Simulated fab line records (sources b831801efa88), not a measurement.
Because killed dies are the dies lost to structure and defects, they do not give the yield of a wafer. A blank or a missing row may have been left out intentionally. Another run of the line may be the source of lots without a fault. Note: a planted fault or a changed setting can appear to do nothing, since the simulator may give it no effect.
Chamber matching | flow sky130 | SKY_VIA3_ETCH_15 on rie diel-03: 4 sister chambers
The step etches SiO2 in C4F8/O2/Ar, stops on TiN, target depth 507 nm, time 78 s. 4 wafers are shown with their chamber, then 9 later ones without.

== WAFERS WITH THEIR CHAMBER ==
wafer  | chamber | oes product au (a.u.)
L083.3 | 0       | 0.943
L086.1 | 3       | 0.942
L086.2 | 1       | 0.938
L086.3 | 2       | 0.944

== WAFERS WHOSE CHAMBER IS MISSING ==
wafer  | oes product au (a.u.)
L086.4 | 0.940
L086.5 | 0.955
L086.6 | 0.945
L090.1 | 0.945
L090.2 | 0.951
L090.5 | 0.942
L096.2 | 0.945
L096.3 | 0.945
L096.5 | 0.949

== EACH ONE'S CHAMBER ==
wafer  | from the rows above               | in truth
L086.4 | can't be placed: 1 or 3 or 0 or 2 | 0
L086.5 | can't be placed: 2 or 0 or 3 or 1 | 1
L086.6 | can't be placed: 2 or 0 or 3 or 1 | 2
L090.1 | can't be placed: 2 or 0 or 3 or 1 | 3
L090.2 | can't be placed: 2 or 0 or 3 or 1 | 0
L090.5 | can't be placed: 3 or 0 or 2 or 1 | 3
L096.2 | can't be placed: 2 or 0 or 3 or 1 | 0
L096.3 | can't be placed: 2 or 0 or 3 or 1 | 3
L096.5 | can't be placed: 2 or 0 or 3 or 1 | 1
Placed correctly: 0 of 9. From these rows, 9 cannot be placed; in 9 the true chamber is one of the candidates. Number placed wrongly: 0.
How it was worked out, from the rows above alone: a wafer's distance from a chamber is the root of the sum, over the readings, of the square of ((its reading less the chamber's mean) divided by the reading's scatter). The wafer belongs to the nearest chamber; if the next one is less than 2 further off, it can't be placed. A chamber's mean is the mean of its shown wafers. The scatter: root of mean squared gap, hidden wafer to nearest shown wafer, with one shown wafer a chamber.
